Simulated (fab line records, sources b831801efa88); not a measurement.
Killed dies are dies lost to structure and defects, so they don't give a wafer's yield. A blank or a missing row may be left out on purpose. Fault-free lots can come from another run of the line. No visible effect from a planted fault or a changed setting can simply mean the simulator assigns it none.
The tool behind it: which one? ; flow sky130 ; Sampling: 24 lots, 72 wafers, 2 of 708 route steps

== WHAT EACH GAUGE READ, for each wafer ==
SKY_FIELD_ISO_THK_MEAS_25. Usual: FIELD_ISO_CVD_24_THK gives 594 nm (standard deviation 5.1).
lot;measured;on;FIELD_ISO_CVD_24_THK (nm);flag
L074;day 2 08:58;film metro-01;595 589 584;
L075;day 2 14:37;film metro-02;602 595 599;
L076;day 2 19:59;film metro-02;599 601 597;
L077;day 2 23:56;film metro-04;585 593 591;
L078;day 3 04:28;film metro-02;595 588 594;
L079;day 3 09:39;film metro-01;592 596 591;
L080;day 3 14:56;film metro-01;589 594 590;
L081;day 3 18:19;film metro-01;599 594 594;
L082;day 4 03:37;film metro-01;595 595 591;
L083;day 4 06:17;film metro-02;593 592 591;
L084;day 4 11:46;film metro-02;596 590 593;
L085;day 4 17:08;film metro-02;597 596 595;
L086;day 4 22:20;film metro-02;597 598 598;
L087;day 5 05:38;film metro-02;586 584 585;
L088;day 5 09:33;film metro-02;593 596 593;
L089;day 5 15:42;film metro-01;593 590 592;
L090;day 5 19:04;film metro-02;588 589 584;
L091;day 5 23:08;film metro-02;598 600 595;
L092;day 6 05:47;film metro-01;591 604 599;
L093;day 6 09:38;film metro-01;595 596 595;
L094;day 6 16:29;film metro-02;581 583 588;
L095;day 6 22:07;film metro-01;608 594 595;
L096;day 7 05:08;film metro-01;597 597 591;
L097;day 7 09:03;film metro-02;593 599 591;

SKY_VT_ADJUST_HVTR_OVL_MEAS_08. Usual: VT_ADJUST_HVTR_OVL gives 0.0 nm (standard deviation 1.3).
lot;measured;on;VT_ADJUST_HVTR_OVL (nm);flag
L074;day 9 14:04;overlay-01;2.1 2.9 -0.1;
L075;day 10 00:30;overlay-01;-3.0 -3.8 -2.5;
L076;day 10 08:53;overlay-02;1.3 -0.1 0.7;
L077;day 10 15:02;overlay-01;-0.6 -0.3 -0.7;
L078;day 10 20:10;overlay-02;-1.3 -0.8 0.0;
L079;day 11 03:22;overlay-02;0.3 0.6 0.2;
L080;day 11 09:53;overlay-02;2.1 1.4 1.7;
L081;day 11 16:13;overlay-02;-1.9 -3.0 -1.6;
L082;day 12 08:31;overlay-02;-0.5 -0.2 0.9;
L083;day 12 11:31;overlay-02;2.0 2.1 2.5;
L084;day 12 20:19;overlay-02;0.5 -0.9 -1.6;
L085;day 13 00:42;overlay-02;-0.2 -0.5 0.2;
L086;day 13 09:07;overlay-01;0.6 -0.1 -0.3;
L087;day 13 17:40;overlay-01;0.5 0.4 1.0;
L088;day 14 01:32;overlay-02;2.0 1.1 1.1;
L089;day 14 07:07;overlay-02;1.7 1.9 1.0;
L090;day 14 13:59;overlay-01;-0.7 0.6 -1.0;
L091;day 14 18:15;overlay-02;1.7 0.6 1.0;
L092;day 15 04:51;overlay-02;-1.0 0.0 -1.2;
L093;day 15 16:41;overlay-02;-1.1 -1.3 -0.9;
L094;day 15 20:38;overlay-02;-1.8 1.6 -0.7;
L095;day 16 08:59;overlay-02;-0.4 -0.6 -1.0;
L096;day 16 16:01;overlay-02;-1.0 0.8 0.9;
L097;day 16 22:29;overlay-02;0.9 2.7 1.3;

== WHICH TOOL RAN EACH LOT (tool, then ch and the chambers of the sampled wafers, then the start) ==
Before these readings, the record contains no process step.

== AS READ BY THE TOOLS THEMSELVES (means over the sampled wafers that have a number; for cases with no such wafer, the mark the record gives instead) ==
The record holds no such reading with a usual standard deviation.

== THE ANSWER, worked out from the rows above alone ==
Rule: a lot counts as off when the mean over its wafers that have a number is more than 3 standard deviations away from the usual mean. Also off: a lot with no number at a reading for which 4 or more lots have one. Any other lot the step has rows for is counted as sound. Order of review: gauges by route order, followed by the tools' own readings, for which a lot's mean as printed above is used. The first step at which some lot is off is used, and at that step the reading that is off furthest; a lot without a number counts as furthest.
None of the lots is off at any reading shown; this tells nothing.

== WHAT THE SIMULATOR HAD PUT IN ==
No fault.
